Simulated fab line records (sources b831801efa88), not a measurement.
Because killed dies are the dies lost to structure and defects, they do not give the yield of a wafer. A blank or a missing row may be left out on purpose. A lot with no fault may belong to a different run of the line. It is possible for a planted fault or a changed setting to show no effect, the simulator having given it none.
Which tool was responsible? | flow sky130 | 24 lots, 72 wafers sampled, at 6 steps of a route of 708

## WHAT EACH GAUGE READ, for each wafer
SKY_CONTACT_THK_MEAS_26: measures by xrf.
lot  | measured     | on           | CONTACT_W_THK (nm)
L074 | day 32 13:25 | filmMetro-01 | 344 338 342
L075 | day 32 18:28 | filmMetro-01 | 334 341 335
L076 | day 33 11:12 | filmMetro-01 | 346 341 341
L077 | day 34 02:24 | filmMetro-01 | 342 341 340
L078 | day 34 09:23 | filmMetro-03 | 344 342 348
L079 | day 34 15:48 | filmMetro-01 | 344 346 335
L080 | day 34 22:20 | filmMetro-03 | 347 344 346
L081 | day 35 05:34 | filmMetro-01 | 343 339 346
L082 | day 35 11:18 | filmMetro-01 | 340 346 340
L083 | day 36 00:10 | filmMetro-03 | 340 337 345
L084 | day 36 06:49 | filmMetro-01 | 339 334 347
L085 | day 36 20:29 | filmMetro-03 | 338 340 339
L086 | day 36 21:43 | filmMetro-03 | 335 349 339
L087 | day 37 09:22 | filmMetro-03 | 346 340 337
L088 | day 37 15:01 | filmMetro-03 | 343 340 340
L089 | day 37 19:58 | filmMetro-02 | 345 345 348
L090 | day 38 09:13 | filmMetro-03 | 343 350 350
L091 | day 38 23:32 | filmMetro-02 | 342 345 342
L093 | day 39 08:52 | filmMetro-01 | 339 344 341
L092 | day 39 10:34 | filmMetro-03 | 350 347 349
L094 | day 39 16:15 | filmMetro-02 | 338 348 346
L095 | day 40 01:41 | filmMetro-03 | 352 348 348
L096 | day 40 07:31 | filmMetro-03 | 340 343 337
L097 | day 40 14:18 | filmMetro-03 | 341 342 345

SKY_METAL1_OVL_MEAS_16.
lot  | measured     | on         | METAL1_OVL (nm)
L074 | day 33 18:37 | overlay-02 | -17 -1 -18
L075 | day 33 23:07 | overlay-01 | -8 1 -9
L076 | day 34 17:17 | overlay-02 | 2 1 6
L077 | day 35 08:07 | overlay-02 | 8 8 11
L078 | day 35 14:57 | overlay-01 | 5 -9 3
L079 | day 35 20:34 | overlay-02 | 4 2 8
L080 | day 36 04:04 | overlay-02 | 5 -3 -10
L081 | day 36 11:13 | overlay-01 | -1 -6 -9
L082 | day 36 16:43 | overlay-01 | 4 4 3
L083 | day 37 06:01 | overlay-02 | -4 -8 -10
L084 | day 37 11:52 | overlay-01 | -14 -9 -6
L085 | day 38 01:46 | overlay-02 | -22 -14 -8
L086 | day 38 03:25 | overlay-02 | 9 8 7
L087 | day 38 15:29 | overlay-01 | 4 2 5
L088 | day 38 20:55 | overlay-01 | -18 0 -18
L089 | day 39 01:37 | overlay-01 | -7 -8 -12
L090 | day 39 15:34 | overlay-02 | -16 -2 -3
L091 | day 40 05:01 | overlay-01 | -11 -18 -7
L093 | day 40 14:07 | overlay-01 | -4 -9 -7
L092 | day 40 15:46 | overlay-02 | 2 -3 -10
L094 | day 40 21:04 | overlay-02 | -11 5 -9
L095 | day 41 06:08 | overlay-02 | -3 0 0
L096 | day 41 11:25 | overlay-01 | -7 2 -1
L097 | day 41 17:13 | overlay-01 | 7 -1 4

SKY_VIA1_CD_MEAS_12: the cd target is 150 nm.
lot  | measured     | on       | cdNm (nm)
L074 | day 34 23:44 | cdSem-02 | 149.8 150.4 151.5
L075 | day 35 04:55 | cdSem-01 | 149.5 149.6 151.1
L076 | day 35 23:21 | cdSem-01 | 149.0 149.1 149.0
L077 | day 36 15:05 | cdSem-02 | 149.8 149.1 147.5
L078 | day 36 21:36 | cdSem-02 | 149.1 149.9 149.3
L079 | day 37 03:26 | cdSem-02 | 149.8 150.6 149.5
L080 | day 37 10:14 | cdSem-01 | 153.7 153.4 153.7
L081 | day 37 17:54 | cdSem-02 | 148.3 150.8 151.0
L082 | day 37 23:32 | cdSem-01 | 148.6 149.3 148.9
L083 | day 38 12:18 | cdSem-02 | 148.9 146.9 148.6
L084 | day 38 17:56 | cdSem-02 | 149.0 148.8 146.7
L085 | day 39 07:50 | cdSem-01 | 147.2 149.6 149.3
L086 | day 39 10:07 | cdSem-02 | 149.5 150.0 150.3
L087 | day 39 21:57 | cdSem-02 | 150.1 149.5 149.9
L088 | day 40 03:02 | cdSem-01 | 152.4 152.7 152.2
L089 | day 40 07:41 | cdSem-02 | 151.9 150.5 152.0
L090 | day 40 21:17 | cdSem-02 | 150.3 147.9 148.9
L091 | day 41 09:56 | cdSem-01 | 150.2 151.0 149.8
L093 | day 41 17:59 | cdSem-02 | 148.7 148.9 149.0
L092 | day 41 19:49 | cdSem-02 | 151.9 151.3 150.3
L094 | day 42 00:27 | cdSem-02 | 148.9 148.1 148.2
L095 | day 42 08:37 | cdSem-01 | 150.4 151.1 149.3
L096 | day 42 13:58 | cdSem-02 | 151.6 150.9 151.3
L097 | day 42 18:24 | cdSem-01 | 151.5 153.1 152.7

SKY_METAL5_THK_MEAS_06: measures by xrf.
lot  | measured     | on           | METAL5_ALCU_THK (nm)
L074 | day 44 12:02 | filmMetro-01 | 1134 1157 1160
L075 | day 44 16:30 | filmMetro-01 | 1176 1142 1164
L076 | day 45 10:10 | filmMetro-01 | 1152 1129 1129
L077 | day 45 21:06 | filmMetro-04 | 1161 1169 1158
L078 | day 46 03:14 | filmMetro-01 | 1159 1148 1133
L079 | day 46 07:47 | filmMetro-03 | 1162 1147 1157
L080 | day 46 10:21 | filmMetro-03 | 1140 1148 1147
L081 | day 46 18:59 | filmMetro-01 | 1170 1175 1169
L082 | day 46 19:53 | filmMetro-01 | 1167 1176 1178
L083 | day 47 08:41 | filmMetro-03 | 1151 1175 1166
L084 | day 47 10:05 | filmMetro-01 | 1161 1159 1161
L085 | day 47 22:49 | filmMetro-03 | 1173 1190 1183
L086 | day 47 21:59 | filmMetro-04 | 1172 1152 1181
L087 | day 48 08:10 | filmMetro-04 | 1158 1156 1170
L088 | day 48 11:20 | filmMetro-04 | 1156 1165 1153
L089 | day 48 16:14 | filmMetro-04 | 1171 1177 1181
L090 | day 49 01:46 | filmMetro-03 | 1175 1168 1171
L091 | day 49 10:56 | filmMetro-03 | 1139 1141 1156
L093 | day 49 16:30 | filmMetro-03 | 1134 1130 1131
L092 | day 49 18:26 | filmMetro-01 | 1145 1144 1143
L094 | day 49 21:49 | filmMetro-03 | 1149 1157 1154
L095 | day 50 05:01 | filmMetro-04 | 1143 1166 1156
L096 | day 50 07:49 | filmMetro-01 | 1147 1153 1154
L097 | day 50 11:07 | filmMetro-04 | 1160 1157 1154

## EACH LOT AND THE TOOL THAT RAN IT (in order: tool; ch and the chambers of the sampled wafers; start)
lot  | SKY_VIA2_CVD_21              | SKY_METAL4_ETCH_16
L074 | cvdW-02 ch 0,1, day 37 13:37 | rieMetal-03 ch 1, day 43 09:59
L075 | cvdW-02 ch 0,1, day 37 18:07 | rieMetal-01 ch 0,1, day 43 13:41
L076 | cvdW-01 ch 0,1, day 38 13:54 | rieMetal-03 ch 0,1, day 44 08:13
L077 | cvdW-01 ch 0,1, day 39 05:37 | rieMetal-04 ch 0,1, day 44 19:13
L078 | cvdW-01 ch 0,1, day 39 12:32 | rieMetal-03 ch 0,1, day 45 01:16
L079 | cvdW-02 ch 0,1, day 39 18:38 | rieMetal-04 ch 0,1, day 45 05:47
L080 | cvdW-02 ch 0,1, day 40 00:57 | rieMetal-04 ch 0,1, day 45 08:59
L081 | cvdW-01 ch 0,1, day 40 08:46 | rieMetal-04 ch 0,1, day 45 18:26
L082 | cvdW-01 ch 0,1, day 40 13:58 | rieMetal-03 ch 0,1, day 45 19:08
L083 | cvdW-02 ch 0,1, day 41 02:22 | rieMetal-01 ch 0,1, day 46 07:44
L084 | cvdW-02 ch 0,1, day 41 05:40 | rieMetal-04 ch 0,1, day 46 09:11
L085 | cvdW-02 ch 0,1, day 41 19:34 | rieMetal-03 ch 1, day 46 22:43
L086 | cvdW-01 ch 0,1, day 41 20:52 | rieMetal-01 ch 0,1, day 46 22:48
L087 | cvdW-01 ch 0,1, day 42 07:23 | rieMetal-03 ch 0,1, day 47 08:19
L088 | cvdW-01 ch 0,1, day 42 12:17 | rieMetal-04 ch 0,1, day 47 11:20
L089 | cvdW-01 ch 0,1, day 42 16:10 | rieMetal-01 ch 0,1, day 47 16:38
L090 | cvdW-02 ch 0,1, day 43 03:22 | rieMetal-03 ch 0,1, day 48 02:02
L091 | cvdW-01 ch 0,1, day 43 15:25 | rieMetal-03 ch 0,1, day 48 11:17
L093 | cvdW-02 ch 0,1, day 43 22:31 | rieMetal-04 ch 0,1, day 48 16:59
L092 | cvdW-01 ch 0,1, day 44 00:22 | rieMetal-03 ch 1, day 48 19:44
L094 | cvdW-02 ch 0,1, day 44 04:12 | rieMetal-01 ch 0,1, day 48 23:38
L095 | cvdW-01 ch 0,1, day 44 12:46 | rieMetal-03 ch 0,1, day 49 07:14
L096 | cvdW-01 ch 0, day 44 16:49   | rieMetal-04 ch 0,1, day 49 09:38
L097 | cvdW-02 ch 0,1, day 44 21:22 | rieMetal-01 ch 0,1, day 49 13:14
- SKY_VIA2_CVD_21: deposits W, target thk 420 nm, time 126.4 s.
- SKY_METAL4_ETCH_16: etches BARC in N2/H2, stops on SiO2, time 88.2 s, target depth 60 nm.

## WHAT THE TOOLS THEMSELVES READ (means of the sampled wafers that have a number; where no wafer has one, the mark that the record gives instead)
SKY_VIA2_CVD_21.
lot  | tool    | heaterPowerW (W)
L074 | cvdW-02 | 884
L075 | cvdW-02 | 871
L076 | cvdW-01 | 724
L077 | cvdW-01 | 721
L078 | cvdW-01 | 724
L079 | cvdW-02 | 869
L080 | cvdW-02 | 849
L081 | cvdW-01 | 759
L082 | cvdW-01 | 715
L083 | cvdW-02 | 829
L084 | cvdW-02 | 885
L085 | cvdW-02 | 880
L086 | cvdW-01 | 759
L087 | cvdW-01 | 726
L088 | cvdW-01 | 764
L089 | cvdW-01 | 770
L090 | cvdW-02 | 876
L091 | cvdW-01 | 765
L093 | cvdW-02 | 879
L092 | cvdW-01 | 716
L094 | cvdW-02 | 837
L095 | cvdW-01 | 756
L096 | cvdW-01 | 692
L097 | cvdW-02 | 885

SKY_METAL4_ETCH_16.
lot  | tool        | drypumpMotorCurrentA (A) | oesProductAu (a.u.) | throttleValvePct (%)
L074 | rieMetal-03 | 6.6                      | 0.624               | 13.202
L075 | rieMetal-01 | 5.5                      | 0.628               | 13.209
L076 | rieMetal-03 | 6.2                      | 0.628               | 13.200
L077 | rieMetal-04 | 5.9                      | 0.627               | 13.208
L078 | rieMetal-03 | 6.1                      | 0.627               | 13.207
L079 | rieMetal-04 | 5.9                      | 0.625               | 13.199
L080 | rieMetal-04 | 6.0                      | 0.625               | 13.202
L081 | rieMetal-04 | 5.9                      | 0.624               | 13.203
L082 | rieMetal-03 | 6.1                      | 0.629               | 13.210
L083 | rieMetal-01 | 5.5                      | 0.623               | 13.205
L084 | rieMetal-04 | 5.9                      | 0.621               | 13.206
L085 | rieMetal-03 | 6.6                      | 0.632               | 13.206
L086 | rieMetal-01 | 5.8                      | 0.629               | 13.199
L087 | rieMetal-03 | 6.1                      | 0.630               | 13.204
L088 | rieMetal-04 | 6.1                      | 0.625               | 13.202
L089 | rieMetal-01 | 5.8                      | 0.628               | 13.201
L090 | rieMetal-03 | 6.1                      | 0.623               | 13.202
L091 | rieMetal-03 | 6.4                      | 0.624               | 13.198
L093 | rieMetal-04 | 5.9                      | 0.623               | 13.210
L092 | rieMetal-03 | 6.6                      | 0.625               | 13.199
L094 | rieMetal-01 | 5.8                      | 0.624               | 13.199
L095 | rieMetal-03 | 6.1                      | 0.629               | 13.212
L096 | rieMetal-04 | 6.0                      | 0.625               | 13.215
L097 | rieMetal-01 | 5.5                      | 0.629               | 13.212

## THE ANSWER, worked out from the rows above alone
Rule: the usual values come from the lots themselves. The widest of any qualifying gaps counts: lots, ordered by their means at a reading, are off when they make up no more than a third of the lots, leave a main group of 4 or more, and stand apart from it by 3 or more times the standard deviation of that group's means. The tables above print the reading to a certain number of digits; a main group whose means all agree to those digits is not used. Also off: a lot with no number at a reading for which 4 or more lots have one. All remaining lots with rows at the step are treated as sound. First the gauges in route order, then the tools' own readings, where a lot's mean is used as printed above. At the first step where some lot is off, the reading lying furthest off is the one used; lots without a number count as furthest.
No lot is off on any of the readings shown, so nothing can be concluded from this.

## WHAT THE SIMULATOR HAD PUT IN
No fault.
